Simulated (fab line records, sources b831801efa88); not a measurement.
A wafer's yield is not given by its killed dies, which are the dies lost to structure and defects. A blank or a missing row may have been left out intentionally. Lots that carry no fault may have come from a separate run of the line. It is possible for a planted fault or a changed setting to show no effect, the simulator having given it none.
Comparing a struck lot with a sound one ; flow sky130 ; 14 out of 708 route steps
Sound: these wafers, L634.1, L634.3, L634.4. Wafers L635.3, L635.4, L635.6 were the ones struck. Last of all comes the cause.
Each step with rows lists, per side, the tool, then ch with its chambers, then its first start. Under that, the readings that differ: sound wafers ; struck wafers ; difference of the means ; sigmas: that difference in standard deviations of wafers without a fault.
alike: readings with means less than 2 such deviations apart, plus words and numbers identical on both sides. not compared: withheld readings, readings lacking a value on some wafer, bounds such as >300 that could conceal the same value, and numbers that have no deviation in the record and whose values overlap.
The two part at a step that has a row with sigmas, a row that says differs or no value, or rows on one side only. Numbers that don't overlap but have no deviation are shown without sigmas and don't part them. A reading missing from all wafers of one side parts the sides only when that side holds two or more wafers.

first, 6 steps without rows for these wafers: SKY_PASSIVATION_HMDS_05 (prime time 60 s); SKY_PASSIVATION_COAT_06 (resist thk 3000 nm); SKY_PASSIVATION_SOFTBAKE_07; SKY_PASSIVATION_EXPOSE_08 (exposes mask NSM, target cd 3000 nm); SKY_PASSIVATION_PEB_09; SKY_PASSIVATION_DEVELOP_10 (develop time 60 s).
SKY_PASSIVATION_ETCH_11: etches the open film in CF4/O2, stops on AlCu, target depth 725 nm, time 161.1 s.
  sound on rie diel-02 ch 1,2,3, day 46 06:14; struck on rie diel-03 ch 1,2, day 46 13:44
  alike: drypump motor current A, oes product au, throttle valve pct
  not compared: rf hours counter h
SKY_PASSIVATION_STRIP_12: strips in O2/N2.
  sound on plasma asher-02 ch 0,1, day 46 06:20; struck on plasma asher-02 ch 0,1, day 46 13:53
  alike: drypump motor current A, oes product au, strip time to endpoint s
  not compared: rf hours counter h
then, 4 steps without rows for these wafers: SKY_PAD_OPEN_DEHYDRATE_00 (time 60 s); SKY_PAD_OPEN_HMDS_01 (prime time 60 s); SKY_PAD_OPEN_COAT_02 (resist thk 3000 nm); SKY_PAD_OPEN_SOFTBAKE_03.
SKY_PAD_OPEN_EXPOSE_04: exposes mask PDM, target cd 60000 nm.
  struck on iline stepper-02, day 46 22:35; sound on iline stepper-02 ch 0, day 46 16:50
  no value came back on the struck wafers for exposure dose mJ cm2, focus offset nm (nm); on the sound wafers exposure dose mJ cm2 reads 259.74 259.20 259.84
  alike: mask
after that, 1 step had no rows for these wafers: SKY_PAD_OPEN_PEB_05.

== WHERE THEY PART ==
Only at SKY_PAD_OPEN_EXPOSE_04, as far as this record shows.

WHY: what the simulator had put in
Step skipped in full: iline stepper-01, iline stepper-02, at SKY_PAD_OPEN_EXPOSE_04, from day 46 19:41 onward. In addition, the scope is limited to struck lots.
